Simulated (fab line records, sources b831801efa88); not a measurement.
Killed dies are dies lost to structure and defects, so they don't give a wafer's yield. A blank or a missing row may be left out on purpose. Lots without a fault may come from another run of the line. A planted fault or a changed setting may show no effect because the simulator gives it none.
A struck lot beside a sound one | flow sky130 | 15 steps out of a route of 708
Sound: wafers L197.1, L197.2, L197.6. Struck: wafer L205.6. (L205.1, L205.5 of the same lot were not struck and are left out.) The cause comes at the end.
At each step with rows: each side's tool, then ch and its chambers, then its first start. Under that, the readings that differ: sound wafers | struck wafers | difference of the means | sigmas: that difference in standard deviations of wafers without a fault.
alike: readings whose means differ by less than 2 such deviations, and words and numbers that are the same on both sides. not compared: withheld readings, readings that some wafer has no value for, bounds like >300 that may hide the same value, and numbers for which the record gives no deviation and whose values overlap.
The two part at a step that has a row with sigmas, a row that says differs or no value, or rows on one side only. Numbers that don't overlap but have no deviation are shown without sigmas and don't part them. A reading that every wafer of one side lacks parts them only if that side has two wafers or more.

first, 1 step without rows for these wafers: SKY_VIA3_ETCH_14 (etches BARC in N2/H2, stops on SiO2, time 45.9 s, target depth 60 nm).
SKY_VIA3_ETCH_15: etches SiO2 in C4F8/O2/Ar, stops on TiN, target depth 507 nm, time 78 s.
  sound on rie_diel-03 ch 0,2,3, day 42 10:08; struck on rie_diel-02 ch 3, day 44 04:04
  alike: oes_product_au
  not compared: rf_hours_counter_h
then, 4 steps without rows for these wafers: SKY_VIA3_STRIP_16 (strips in O2/N2); SKY_VIA3_STRIP_17 (strips in post etch residue remover, time 1200 s); SKY_VIA3_CLEAN_18 (cleans in IPA, time 180 s); SKY_VIA3_CLEAN_19 (cleans in O3/DIW).
SKY_VIA3_SPUTTER_20: material TiN, target thk 20 nm, time 80 s.
  sound on pvd_sputter-03, day 42 10:47; struck on pvd_sputter-01, day 44 05:04
  alike: chamber_pressure_pa, throttle_valve_pct
SKY_VIA3_CVD_21: deposits W, target thk 390 nm, time 117.31 s.
  sound on cvd_w-01 ch 0,1, day 42 10:51; struck on cvd_w-01 ch 0, day 44 05:08
  alike: heater_power_w, susceptor_temp_C
  not compared: since_wet_clean_h
SKY_VIA3_RS_MEAS_22: measures by four-point-probe.
  sound on film_metro-02, day 42 10:58; struck on film_metro-02, day 44 05:15
  alike: VIA3_W_RS
SKY_VIA3_THK_MEAS_23: measures by xrf.
  sound on film_metro-02, day 42 11:05; struck on film_metro-02, day 44 05:22
  alike: VIA3_W_THK
SKY_VIA3_CMP_24: polishes, stops on SiO2, t overpolish 20 s, target thk 0 nm.
  sound on cmp-01 ch 1,2, day 42 11:12; struck on cmp-01 ch 3, day 44 05:35
  reading                 | sound             | struck | difference | sigmas
  edge_zone_pressure_frac | 0.994 1.000 1.002 | 1.013  | +0.014     | +3
  alike: motor_current_A, overpolish_run_s, slurry_flow_ml_min, time_to_endpoint_s
SKY_METAL4_SPUTTER_00: material Ti, target thk 15 nm, time 10 s.
  sound on pvd_sputter-04, day 42 11:27; struck on pvd_sputter-02, day 44 05:44
  alike: chamber_pressure_pa, throttle_valve_pct
SKY_METAL4_SPUTTER_01: material TiN, target thk 20 nm, time 16.7 s.
  sound on pvd_sputter-04, day 42 11:28; struck on pvd_sputter-02, day 44 05:46
  reading                                    | sound             | struck | difference | sigmas
  model.TiN_of_METAL4_SPUTTER_01.thk_nm (nm) | 19.92 20.04 19.97 | 29.31  | +9.33      |
  alike: chamber_pressure_pa, throttle_valve_pct
then, 1 step without rows for these wafers: SKY_METAL4_SPUTTER_02 (material AlCu, target thk 735 nm, time 39.1 s).
-- the record jumps here: 5 days lie between the struck wafers' starts before and after (it left off in module METAL4 and takes up again in module PAD_OPEN, whose first step shown is number 708 of the route) --
SKY_PAD_OPEN_PROBE_99:
  sound on prober-02, day 48 03:10; struck on prober-02, day 49 15:17
  alike: defect_limited_yield, killed_at_M0_to_M3, killed_at_M4_up, killed_at_contacts, killed_at_front_end, killed_at_other, killed_dies, killed_on_rim, killed_open, killed_short, sort_bin_3_pad_short, sort_bin_5_function, sort_bin_6_memory, sort_n_pass, sort_yield_pct

WHERE THEY PART
Only at SKY_VIA3_CMP_24, within this record. Later steps at which nothing parts them and some readings are alike: SKY_METAL4_SPUTTER_00, SKY_METAL4_SPUTTER_01, SKY_PAD_OPEN_PROBE_99.

WHY: what the simulator had put in
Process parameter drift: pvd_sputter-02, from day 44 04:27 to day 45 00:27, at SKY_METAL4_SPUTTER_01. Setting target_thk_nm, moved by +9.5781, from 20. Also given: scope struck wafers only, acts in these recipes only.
